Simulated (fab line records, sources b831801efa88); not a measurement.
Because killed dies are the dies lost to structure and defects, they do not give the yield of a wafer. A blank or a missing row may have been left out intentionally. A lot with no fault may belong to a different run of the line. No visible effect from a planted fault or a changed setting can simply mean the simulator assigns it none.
fab line records	flow sfqLine
record lots=7	wafers=21	lastDay=84
route steps=325 shown L0V@27 M0@28
lots that met no fault: from a run of the same line without faults
startH: start of the lot's first displayed wafer, in hours after the record's first day	waitH: hours elapsed since this lot's preceding step	" repeats the value in the row above	L1.1+2: a row that stands for several wafers	- no value, or no start was given	* or withheld: withheld	< > ~ a bound
route shown NAME@n: NAME is a module with steps in the file, n the number in the route of the first one	usual: mean and standard deviation over wafers with no fault	same: alike in all rows	chamber/n: place in a boat	sites: each site's reading	_std_site: standard deviation of those values	_edge_site: mean of outer sites minus mean of inner sites	radiusMm: for every site, how far away it sits from the centre of the wafer	mask NAME#n: copy n	behind: the tool/chamber that last shaped the wafer	hold: why the lot went on hold/how many hours it stayed there/how the hold came to an end	device: names the non-switching transistor (n, p or np)	end of line: tests of these same wafers at the route's end	a step without rows: its recipe alone	killed: count of dies lost to structure and defects at first sort (not the wafer's yield)	map: the dies of a wafer, with x for killed, . for not killed, _ for no die there
set.NAME: setting as actually run; set.NAME@STEP: the setting as run at that earlier step	model.NAME: the simulator's own value behind a step, which no gauge read
certain route steps with their lots: each step a table, each wafer a row
services: from which hour (startH, from the record's first day; less than 0 if before it) a tool's chamber was out of use, for how many hours, and why
## steps
# step SFQ_TRILAYER_L0_VIA_STRIP_SOLV_CLEAN_018
# recipe chemistry=NMP	tempC=70	timeS=600
# step SFQ_TRILAYER_M0_DEP_PRE_CLEAN_020
# recipe gas=Ar	timeS=15	biasV=250
# step SFQ_TRILAYER_M0_DEP_SPUTTER_019
# recipe material=Nb	basePressurePa=1.33e-06	chamberPressurePa=0.1333	substrateTempC=20	resputterCathodeVoltageV=400	targetThkNm=200	powerW=2000	timeS=133.3
# usual throttleValvePct=30.0/1.4
lot.wafer	tool	chamber	startH	waitH	throttleValvePct
L261.2	pvdSputter-06	-	99.78	0.0	27.3
L261.3	"	-	"	"	30.1
L261.4	"	-	"	"	29.8
L263.1	pvdSputter-05	-	107.38	0.0	30.8
L263.3	"	-	"	"	31.9
L263.5	"	-	"	"	31.9
L264.1	pvdSputter-06	-	112.38	0.0	30.1
L264.3	"	-	"	"	30.2
L264.4	"	-	"	"	30.0
L265.2	pvdSputter-05	-	119.60	0.0	32.0
L265.3	"	-	"	"	29.4
L265.4	"	-	"	"	30.5
L271.1	pvdSputter-04	-	221.98	0.0	31.5
L271.2	"	-	"	"	29.5
L271.6	"	-	"	"	32.3
L272.2	pvdSputter-06	-	226.79	0.0	30.0
L272.4	"	-	"	"	27.0
L272.5	"	-	"	"	29.7
L273.2	pvdSputter-06	-	234.70	0.0	30.2
L273.3	"	-	"	"	29.7
L273.5	"	-	"	"	27.0
# step SFQ_M0_RS_MEAS_904
# recipe thkMeasGauge=four-point-probe	reads=Nb_of_TRILAYER_M0_DEP_SPUTTER_019
# usual M0_NB_RS=0.890/0.0092
lot.wafer	tool	chamber	startH	waitH	M0_NB_RS[ohm/sq]
L261.2	filmMetro-04	-	99.89	0.1	0.903
L261.3	"	-	"	"	0.893
L261.4	"	-	"	"	0.900
L263.1	filmMetro-02	-	107.47	0.0	0.879
L263.3	"	-	"	"	0.895
L263.5	"	-	"	"	0.896
L264.1	filmMetro-03	-	112.47	0.0	0.876
L264.3	"	-	"	"	0.882
L264.4	"	-	"	"	0.884
L265.2	filmMetro-04	-	119.71	0.1	0.877
L265.3	"	-	"	"	0.883
L265.4	"	-	"	"	0.871
L271.1	filmMetro-04	-	222.07	0.0	0.890
L271.2	"	-	"	"	0.899
L271.6	"	-	"	"	0.885
L272.2	filmMetro-03	-	226.90	0.1	0.869
L272.4	"	-	"	"	0.877
L272.5	"	-	"	"	0.875
L273.2	filmMetro-04	-	234.81	0.1	0.898
L273.3	"	-	"	"	0.898
L273.5	"	-	"	"	0.900
# step SFQ_TRILAYER_M0_LITHO_COAT_026
# recipe resist=BARC	spinRpm=3000	resistThkNm=62
# step SFQ_TRILAYER_M0_LITHO_COAT_021
# recipe resist=KrF	spinRpm=3000	resistThkNm=600
# step SFQ_TRILAYER_M0_LITHO_SOFTBAKE_025
# recipe tempC=withheld	timeS=withheld	resist=KrF
# step SFQ_TRILAYER_M0_LITHO_EXPOSE_022
# recipe maskId=M0	na=0.6	sourceShape=conventional	sigmaOuter=0.65	targetCdNm=500	doseMj=14.4
# step SFQ_TRILAYER_M0_LITHO_PEB_024
# recipe pebTempC=115	pebTimeS=60	resist=KrF
# step SFQ_TRILAYER_M0_LITHO_DEVELOP_023
# recipe timeS=60	resist=KrF
# step SFQ_M0_OVL_MEAS_906
# usual M0_OVL=-1/4.3
lot.wafer	tool	chamber	startH	waitH	M0_OVL[nm]
L261.2	overlay-02	-	176.86	0.1	-6
L261.3	"	-	"	"	-4
L261.4	"	-	"	"	-2
L263.1	overlay-01	-	181.66	0.1	5
L263.3	"	-	"	"	6
L263.5	"	-	"	"	1
L264.1	overlay-01	-	190.06	0.1	0
L264.3	"	-	"	"	1
L264.4	"	-	"	"	3
L265.2	overlay-01	-	196.06	0.1	-4
L265.3	"	-	"	"	-3
L265.4	"	-	"	"	-3
L271.1	overlay-02	-	338.80	0.1	6
L271.2	"	-	"	"	1
L271.6	"	-	"	"	4
L272.2	overlay-01	-	344.81	0.1	9
L272.4	"	-	"	"	7
L272.5	"	-	"	"	4
L273.2	overlay-02	-	352.01	0.1	1
L273.3	"	-	"	"	-1
L273.5	"	-	"	"	0
# step SFQ_TRILAYER_M0_BARC_OPEN_METAL_ETCH_031
# recipe maskMaterial=PR	chemistry=O2	targetDepthNm=125	target=BARC	icpW=600	biasW=80	pressureMtorr=10	timeS=41.7
# usual drypumpMotorCurrentA=5.93/0.24	oesProductAu=0.685/0.0045	runLengthS=70.3/0.72	timeS=41.7/0
lot.wafer	tool	chamber	startH	waitH	drypumpMotorCurrentA	oesProductAu	rfHoursCounterH	runLengthS	timeS	model.KrF_of_TRILAYER_M0_LITHO_COAT_021.thkNm
L261.2	rieMetal-01	1	176.89	0.0	6.31	0.691	9	70.2	41.7	524.4
L261.3	"	0	"	"	6.15	0.687	-	70.4	41.7	520.6
L261.4	"	1	"	"	6.29	0.685	-	70.8	41.7	523.8
L263.1	rieMetal-02	0	181.69	0.0	5.63	0.681	29	70.1	41.7	522.1
L263.3	"	1	"	"	5.75	0.683	-	69.9	41.7	524.9
L263.5	"	0	"	"	5.63	0.679	-	69.7	41.7	524.4
L264.1	rieMetal-02	1	190.09	0.0	5.77	0.687	116	70.5	41.7	524.3
L264.3	"	0	"	"	5.63	0.691	-	69.7	41.7	522.9
L264.4	"	1	"	"	5.75	0.690	-	69.9	41.7	526.3
L265.2	rieMetal-02	0	196.09	0.0	5.65	0.689	32	69.8	41.7	524.1
L265.3	"	1	"	"	5.77	0.684	-	70.0	41.7	524.9
L265.4	"	0	"	"	5.64	0.680	-	69.7	41.7	525.3
L271.1	rieMetal-02	0	338.84	0.0	5.62	0.814	52	60.3	29.19	541.2
L271.2	"	1	"	"	5.74	0.812	141	60.9	29.19	542.4
L271.6	"	0	"	"	5.61	0.820	-	60.8	29.19	540.4
L272.2	rieMetal-02	1	344.84	0.0	5.74	0.810	142	60.6	29.19	537.7
L272.4	"	1	"	"	5.77	0.822	-	60.4	29.19	537.6
L272.5	"	1	"	"	5.75	0.820	-	60.6	29.19	537.3
L273.2	rieMetal-01	1	352.04	0.0	6.30	0.812	36	60.8	29.19	539.6
L273.3	"	0	"	"	6.11	0.811	-	61.0	29.19	537.3
L273.5	"	1	"	"	6.32	0.817	-	60.9	29.19	538.5
# step SFQ_TRILAYER_M0_ETCH_METAL_ETCH_024
# recipe target=Nb	stopOn=SiO2	maskMaterial=PR	chemistry=Cl2/Ar	targetDepthNm=240	icpW=600	biasW=80	pressureMtorr=10	timeS=120
# usual drypumpMotorCurrentA=5.92/0.24	oesProductAu=0.893/0.0067	runLengthS=148.6/0.74	timeS=120/0
lot.wafer	tool	chamber	startH	waitH	drypumpMotorCurrentA	oesProductAu	rfHoursCounterH	runLengthS	timeS	model.KrF_of_TRILAYER_M0_LITHO_COAT_021.thkNm
L261.2	rieMetal-01	1	176.95	0.0	6.26	0.883	9	148.5	120	386
L261.3	"	0	"	"	6.08	0.897	-	148.4	120	378.6
L261.4	"	1	"	"	6.26	0.899	-	148.9	120	384.2
L263.1	rieMetal-02	0	181.75	0.0	5.65	0.904	29	148.2	120	381.2
L263.3	"	1	"	"	5.75	0.896	-	148.7	120	387.5
L263.5	"	0	"	"	5.63	0.892	-	148.1	120	383.1
L264.1	rieMetal-02	1	190.15	0.0	5.75	0.904	116	148.1	120	387.7
L264.3	"	0	"	"	5.64	0.892	-	148.1	120	380.2
L264.4	"	1	"	"	5.74	0.891	-	148.4	120	387.9
L265.2	rieMetal-02	0	196.15	0.0	5.63	0.906	32	148.0	120	382.2
L265.3	"	1	"	"	5.74	0.900	-	148.1	120	388.4
L265.4	"	0	"	"	5.64	0.904	-	148.5	120	382.1
L271.1	rieMetal-02	0	338.90	0.0	5.61	0.899	52	148.3	120	398.9
L271.2	"	1	"	"	5.76	0.889	141	148.3	120	403.5
L271.6	"	0	"	"	5.64	0.888	-	148.5	120	398.6
L272.2	rieMetal-02	1	344.90	0.0	5.76	0.902	142	148.2	120	397.8
L272.4	"	1	"	"	5.76	0.893	-	148.6	120	398.2
L272.5	"	1	"	"	5.76	0.900	-	148.7	120	399.4
L273.2	rieMetal-01	1	352.10	0.0	6.31	0.893	36	148.6	120	398.5
L273.3	"	0	"	"	6.08	0.891	-	148.3	120	393.3
L273.5	"	1	"	"	6.30	0.895	-	148.9	120	397.8
# step SFQ_TRILAYER_M0_STRIP_STRIP_025
# recipe gas=O2	powerW=200	platenTempC=40	overashFraction=0.65	chemistry=O2	pressureMtorr=50
# usual drypumpMotorCurrentA=5.92/0.24	oesProductAu=0.999/0.011
lot.wafer	tool	chamber	startH	waitH	drypumpMotorCurrentA	oesProductAu	rfHoursCounterH
L261.2	rieMetal-01	1	177.08	0.1	6.31	0.999	9
L261.3	"	0	"	"	6.13	1.018	-
L261.4	"	1	"	"	6.29	1.001	-
L263.1	rieMetal-02	0	181.88	0.1	5.64	1.005	29
L263.3	"	1	"	"	5.75	0.990	-
L263.5	"	0	"	"	5.63	1.003	-
L264.1	rieMetal-02	1	190.28	0.1	5.75	0.985	116
L264.3	"	0	"	"	5.62	1.017	-
L264.4	"	1	"	"	5.75	0.993	-
L265.2	rieMetal-02	0	196.28	0.1	5.62	1.011	33
L265.3	"	1	"	"	5.76	0.988	-
L265.4	"	0	"	"	5.63	1.003	-
L271.1	rieMetal-02	0	339.02	0.1	5.63	1.004	52
L271.2	"	1	"	"	5.72	0.977	141
L271.6	"	0	"	"	5.64	1.014	-
L272.2	rieMetal-02	1	345.02	0.1	5.75	0.992	143
L272.4	"	1	"	"	5.74	0.998	-
L272.5	"	1	"	"	5.76	0.984	-
L273.2	rieMetal-01	1	352.22	0.1	6.28	1.000	36
L273.3	"	0	"	"	6.13	1.015	-
L273.5	"	1	"	"	6.28	0.993	-
## services
tool	chamber	startH	hours	kind
pvdSputter-05	-	80.55	19.7	repair
pvdSputter-05	-	87.02	6.4	repair
rieMetal-01	1	100.84	-	clean
rieMetal-01	1	100.84	18.1	scheduledDown
rieMetal-01	1	100.84	18.1	ventCycle
pvdSputter-04	-	110.34	0.5	repair
rieMetal-01	-	171.02	0.2	repair
rieMetal-02	0	175.34	5.9	repair
pvdSputter-05	-	195.40	3.0	repair
pvdSputter-06	-	217.73	7.5	repair
rieMetal-02	0	255.51	19.2	repair
pvdSputter-05	2	267.68	-	consumableReplace:kit
pvdSputter-05	2	267.68	18.0	scheduledDown
pvdSputter-05	2	267.68	18.0	ventCycle
pvdSputter-06	-	320.77	1.3	repair
pvdSputter-06	3	351.37	-	consumableReplace:kit
pvdSputter-06	3	351.37	18.0	scheduledDown
pvdSputter-06	3	351.37	18.0	ventCycle
## key
firstSign step=SFQ_TRILAYER_M0_BARC_OPEN_METAL_ETCH_031	reading=timeS	direction=down	sigmas=99+	usual=*	struck=*
effect step=SFQ_TRILAYER_M0_BARC_OPEN_METAL_ETCH_031	reading=oesProductAu	direction=up	sigmas=29	usual=0.685	struck=0.815
modelEffect step=SFQ_TRILAYER_M0_BARC_OPEN_METAL_ETCH_031	value=KrF_of_TRILAYER_M0_LITHO_COAT_021.thkNm	without=523.7	struck=539.1
modelEffect step=SFQ_TRILAYER_M0_ETCH_METAL_ETCH_024	value=KrF_of_TRILAYER_M0_LITHO_COAT_021.thkNm	without=383	struck=398.4
metAt SFQ_TRILAYER_M0_BARC_OPEN_METAL_ETCH_031
struckWafers L271.1,L271.2,L271.6,L272.2,L272.4,L272.5,L273.2,L273.3,L273.5
onsetBetween 196.09 338.84
fault kind=recipeVersionSkew	tool=rieMetal-01,rieMetal-02,rieMetal-03	chamber=-	onsetH=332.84	steps=SFQ_TRILAYER_M0_BARC_OPEN_METAL_ETCH_031	wrongRecipe.timeS=*
